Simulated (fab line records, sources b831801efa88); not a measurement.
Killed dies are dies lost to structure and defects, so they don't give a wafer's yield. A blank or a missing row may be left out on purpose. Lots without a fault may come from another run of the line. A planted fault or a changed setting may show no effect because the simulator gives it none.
Which tool did it? | flow sfq_line | 14 lots, 42 wafers sampled, at 6 steps of a route of 325

WHAT THE GAUGES READ, wafer by wafer
SFQ_L0_RS_MEAS_901: measures by four-point-probe.
lot  | measured    | on            | L0_MONX_KI_RS (ohm/sq)
L360 | day 1 17:36 | film_metro-01 | 43.9 44.0 44.0
L361 | day 1 22:35 | film_metro-02 | 43.8 44.0 43.4
L362 | day 2 03:35 | film_metro-04 | 43.0 42.9 43.0
L364 | day 2 13:35 | film_metro-01 | 44.4 44.3 44.3
L365 | day 2 18:35 | film_metro-02 | 43.9 43.6 44.1
L366 | day 2 23:34 | film_metro-04 | 43.3 43.7 43.5
L371 | day 4 00:34 | film_metro-01 | 44.3 63.3 44.1
L372 | day 4 05:34 | film_metro-04 | 44.0 61.9 44.8
L373 | day 4 10:45 | film_metro-04 | 43.3 43.3 43.2
L376 | day 5 01:35 | film_metro-01 | 43.4 44.1 44.3
L377 | day 5 06:34 | film_metro-01 | 43.5 44.4 43.5
L379 | day 5 16:35 | film_metro-01 | 44.2 43.6 44.0
L380 | day 5 21:34 | film_metro-01 | 44.2 44.4 44.6
L381 | day 6 02:35 | film_metro-04 | 43.7 43.5 43.0

SFQ_L0_THK_MEAS_902: measures by xrf.
lot  | measured    | on            | L0_MONX_KI_THK (nm)
L360 | day 1 17:42 | film_metro-01 | 40.2 40.2 40.4
L361 | day 1 22:41 | film_metro-02 | 40.0 39.9 40.4
L362 | day 2 03:41 | film_metro-04 | 41.2 41.4 41.4
L364 | day 2 13:41 | film_metro-01 | 40.0 39.8 39.7
L365 | day 2 18:41 | film_metro-02 | 40.2 40.3 40.0
L366 | day 2 23:41 | film_metro-04 | 41.0 40.5 40.8
L371 | day 4 00:41 | film_metro-01 | 39.9 31.3 40.0
L372 | day 4 05:41 | film_metro-04 | 40.1 31.7 39.4
L373 | day 4 10:52 | film_metro-04 | 40.8 40.8 40.8
L376 | day 5 01:42 | film_metro-01 | 40.3 39.6 39.4
L377 | day 5 06:41 | film_metro-01 | 40.6 39.5 40.3
L379 | day 5 16:41 | film_metro-01 | 39.7 40.3 39.7
L380 | day 5 21:41 | film_metro-01 | 39.4 39.5 39.3
L381 | day 6 02:42 | film_metro-04 | 40.7 40.8 41.2

SFQ_R5_OVL_MEAS_935.
lot  | measured     | on         | R5_OVL (nm)
L360 | day 51 01:56 | overlay-02 | -3 -10 -10
L361 | day 51 03:08 | overlay-02 | 1 -3 -8
L362 | day 51 05:23 | overlay-01 | -8 -4 -4
L364 | day 51 07:47 | overlay-01 | 11 5 9
L365 | day 58 05:45 | overlay-02 | 6 -1 -5
L366 | day 58 06:56 | overlay-02 | 5 0 1
L371 | day 64 16:05 | overlay-01 | 4 3 4
L372 | day 64 17:31 | overlay-02 | 10 9 7
L373 | day 64 21:55 | overlay-02 | 6 6 4
L376 | day 69 13:43 | overlay-02 | 1 2 2
L377 | day 69 17:18 | overlay-01 | -5 -5 4
L379 | day 70 22:07 | overlay-01 | 4 1 1
L380 | day 71 00:30 | overlay-01 | -5 0 1
L381 | day 71 16:22 | overlay-02 | -5 -1 -3

WHICH TOOL RAN EACH LOT (tool, then ch and the chambers of the sampled wafers, then the start)
lot  | SFQ_TRILAYER_L0_DEP_SPUTTER_003 | SFQ_TRILAYER_L0_ETCH_METAL_ETCH_008 | SFQ_TRILAYER_A5B_DEP_PECVD_129
L360 | pvd_sputter-03, day 1 17:29     | rie_metal-02 ch 0,1, day 4 17:56    | pecvd-02 ch 1,2, day 50 06:14
L361 | pvd_sputter-05, day 1 22:29     | rie_metal-02 ch 0,1, day 5 01:38    | pecvd-02 ch 0,1, day 50 08:37
L362 | pvd_sputter-03, day 2 03:29     | rie_metal-02 ch 0,1, day 5 06:26    | pecvd-01 ch 1,2, day 50 11:01
L364 | pvd_sputter-04, day 2 13:29     | rie_metal-03 ch 0,1, day 5 17:14    | pecvd-02 ch 0,2, day 51 00:13
L365 | pvd_sputter-05, day 2 18:29     | rie_metal-03 ch 0,1, day 5 23:14    | pecvd-04 ch 1,2, day 57 21:40
L366 | pvd_sputter-04, day 2 23:29     | rie_metal-03 ch 0,1, day 6 07:40    | pecvd-01 ch 0,1,2, day 57 23:22
L371 | pvd_sputter-04, day 4 00:29     | rie_metal-04 ch 0,1, day 7 07:28    | pecvd-02 ch 0,1, day 63 18:28
L372 | pvd_sputter-04, day 4 05:29     | rie_metal-03 ch 0,1, day 7 12:16    | pecvd-04 ch 1,2, day 63 19:40
L373 | pvd_sputter-03, day 4 10:29     | rie_metal-03 ch 0,1, day 7 17:04    | pecvd-02 ch 0,1,2, day 63 23:26
L376 | pvd_sputter-05, day 5 01:29     | rie_metal-04 ch 0,1, day 8 11:04    | pecvd-02 ch 0,1, day 64 04:04
L377 | pvd_sputter-03, day 5 06:29     | rie_metal-04 ch 0,1, day 8 19:28    | pecvd-04 ch 0,1,2, day 64 05:16
L379 | pvd_sputter-03, day 5 16:29     | rie_metal-03 ch 1, day 9 04:04      | pecvd-02 ch 0,1, day 65 18:40
L380 | pvd_sputter-03, day 5 21:29     | rie_metal-02 ch 0,1, day 9 08:47    | pecvd-04 ch 0,1,2, day 66 00:50
L381 | pvd_sputter-05, day 6 02:29     | rie_metal-03 ch 0,1, day 9 13:35    | pecvd-04 ch 0,1, day 67 01:25
- SFQ_TRILAYER_L0_DEP_SPUTTER_003: material MoNx KI, target thk 40 nm, time 100 s.
- SFQ_TRILAYER_L0_ETCH_METAL_ETCH_008: etches MoNx KI in SF6/O2, stops on SiO2, target depth 50 nm, time 25 s.
- SFQ_TRILAYER_A5B_DEP_PECVD_129: deposits SiO2 from SiH4/N2O, time 133.33 s, target thk 600 nm.

WHAT THE TOOLS THEMSELVES READ (means of the sampled wafers that have a number; where no wafer has one, the mark that the record gives instead)
SFQ_TRILAYER_L0_DEP_SPUTTER_003.
lot  | tool           | throttle_valve_pct (%)
L360 | pvd_sputter-03 | 30.1
L361 | pvd_sputter-05 | 30.8
L362 | pvd_sputter-03 | 29.3
L364 | pvd_sputter-04 | 30.2
L365 | pvd_sputter-05 | 30.4
L366 | pvd_sputter-04 | 29.9
L371 | pvd_sputter-04 | 29.8
L372 | pvd_sputter-04 | 29.6
L373 | pvd_sputter-03 | 29.9
L376 | pvd_sputter-05 | 30.4
L377 | pvd_sputter-03 | 29.2
L379 | pvd_sputter-03 | 29.3
L380 | pvd_sputter-03 | 29.8
L381 | pvd_sputter-05 | 30.8

SFQ_TRILAYER_L0_ETCH_METAL_ETCH_008.
lot  | tool         | drypump_motor_current_A (A) | oes_product_au (a.u.)
L360 | rie_metal-02 | 5.9                         | 0.866
L361 | rie_metal-02 | 5.9                         | 0.872
L362 | rie_metal-02 | 6.2                         | 0.878
L364 | rie_metal-03 | 5.9                         | 0.862
L365 | rie_metal-03 | 5.9                         | 0.872
L366 | rie_metal-03 | 5.7                         | 0.876
L371 | rie_metal-04 | 5.7                         | 0.828
L372 | rie_metal-03 | 5.8                         | 0.831
L373 | rie_metal-03 | 5.9                         | 0.873
L376 | rie_metal-04 | 5.7                         | 0.870
L377 | rie_metal-04 | 5.7                         | 0.875
L379 | rie_metal-03 | 6.1                         | 0.868
L380 | rie_metal-02 | 5.9                         | 0.865
L381 | rie_metal-03 | 5.8                         | 0.873

SFQ_TRILAYER_A5B_DEP_PECVD_129.
lot  | tool     | heater_power_w (W) | throttle_valve_pct (%)
L360 | pecvd-02 | 82                 | 25.4
L361 | pecvd-02 | 107                | 24.3
L362 | pecvd-01 | 103                | 23.6
L364 | pecvd-02 | 59                 | 25.1
L365 | pecvd-04 | 75                 | 26.3
L366 | pecvd-01 | 89                 | 24.2
L371 | pecvd-02 | 109                | 25.0
L372 | pecvd-04 | 78                 | 25.8
L373 | pecvd-02 | 79                 | 25.6
L376 | pecvd-02 | 101                | 25.4
L377 | pecvd-04 | 79                 | 25.7
L379 | pecvd-02 | 104                | 25.6
L380 | pecvd-04 | 82                 | 25.7
L381 | pecvd-04 | 75                 | 26.4

THE ANSWER, worked out from the rows above alone
Rule: what is usual is taken from the lots themselves. Put in order of their means at a reading, lots are off if they are a third of the lots or fewer, leave a main group of 4 or more, and stand apart from it by a gap of 3 or more times the standard deviation of the main group's means; of several such gaps the widest counts. A main group whose means are all the same, to the digits that the tables above print for the reading, isn't used. A lot without any number at a reading at which 4 lots or more have one is off too. The other lots that the step has rows for count as sound. The gauges are gone through in route order, then the tools' own readings, and for those a lot's mean is taken as printed above. The first step at which some lot is off is used, and at that step the reading that is off furthest; a lot without a number counts as furthest.
Off: L371, L372, at SFQ_L0_RS_MEAS_901 (L0_MONX_KI_RS). The main group: mean 43.8 ohm/sq, standard deviation 0.4.
A tool fits if, at a process step before that reading, it ran every lot that is off, and no sound lot after the first of them. The gauges at SFQ_L0_RS_MEAS_901 aren't tried: what is off there is off at SFQ_TRILAYER_L0_ETCH_METAL_ETCH_008 too, on other tools, and a gauge's error can't cause that. One fits: pvd_sputter-04 at SFQ_TRILAYER_L0_DEP_SPUTTER_003. Its last sound lot is L366 (day 2 23:29), its first lot that is off L371 (day 4 00:29): a fault that began between those two fits.

WHAT THE SIMULATOR HAD PUT IN
Site profile drift: pvd_sputter-04, from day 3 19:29 on, at SFQ_TRILAYER_L0_DEP_SPUTTER_003. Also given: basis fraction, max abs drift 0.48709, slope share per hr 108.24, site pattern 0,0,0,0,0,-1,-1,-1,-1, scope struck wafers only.
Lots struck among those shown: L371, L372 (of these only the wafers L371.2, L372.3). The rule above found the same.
